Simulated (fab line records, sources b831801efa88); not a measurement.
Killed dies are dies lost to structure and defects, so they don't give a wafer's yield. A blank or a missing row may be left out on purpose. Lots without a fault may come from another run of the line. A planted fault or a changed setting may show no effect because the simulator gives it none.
One fault seen from 2 desks | flow gf180mcu | each desk has only its own numbers; what lay behind them comes last

THE METROLOGY DESK
What the gauges read, lot by lot, whatever tool the lot ran on: means of the sampled wafers that have a number. A lot is out of limits, marked OUT, if its mean lies more than 4 standard deviations from the usual mean; the brackets give that distance.
Columns: A = V2_CVD_02_THK at GF_V2_THK_MEAS_03, usual 850 nm; B = V4_BOW at GF_V4_BOW_MEAS_05, usual 133 um
lot  | first seen here | A   | B
L326 | day 19 21:16    | 842 | 127
L327 | day 19 21:54    | 843 | 141
L330 | day 20 18:19    | 855 | 140
L331 | day 21 15:32    | 850 | 131
L333 | day 22 03:41    | 839 | 134
L334 | day 22 07:05    | 851 | 122
L337 | day 23 19:54    | 860 | 116
L340 | day 24 10:07    | 843 | 142
L342 | day 25 09:41    | 843 | 129
L343 | day 25 20:12    | 850 | 132
L345 | day 26 04:50    | 855 | 137
L346 | day 26 13:27    | 857 | 130
L348 | day 26 21:14    | 853 | 129
L349 | day 27 05:22    | 847 | 141
This desk's finding: nothing out of limits on any of the 14 lots.

THE TOOL OWNER'S DESK: litho_track-03
The tool's own readings at GF_V3_PEB_12 (peb time 90 s): means of the sampled wafers that have a number, for each lot that ran on this tool. A lot is out of limits, marked OUT, if its mean lies more than 4 standard deviations from the usual mean; the brackets give that distance.
Columns: A = heater_power_total_W at GF_V3_PEB_12, usual 85.70 W; B = plate_temp_C at GF_V3_PEB_12, usual 135.01 C
lot  | first seen here | A                | B
L331 | day 24 15:29    | 85.67            | 135.17
L337 | day 26 15:32    | 85.74            | 135.10
L340 | day 27 04:07    | 86.32 (+7.3) OUT | 135.64 (+4.8) OUT
L342 | day 28 02:08    | 86.31 (+7.1) OUT | 135.59 (+4.4) OUT
This desk's finding: out of limits on L340, L342; first on L340, day 27 04:07 (heater_power_total_W at GF_V3_PEB_12). In limits: L331, L337.

PUT TOGETHER
The tool owner's desk could have raised an alarm at day 27 04:07, on L340, L342.
The metrology desk saw nothing out of limits.
The metrology desk has L340, L342 on record, within its limits.
Of the lots named, all ran GF_V3_PEB_12 on litho_track-03.

WHAT THE SIMULATOR HAD PUT IN
Process parameter drift: litho_track-03, from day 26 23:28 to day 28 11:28, at GF_V3_PEB_12. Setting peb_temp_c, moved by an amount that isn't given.
Lots struck among those shown: L340, L342.
Hours from the fault's start to each desk's first reading out of limits: the tool owner's desk, 5.
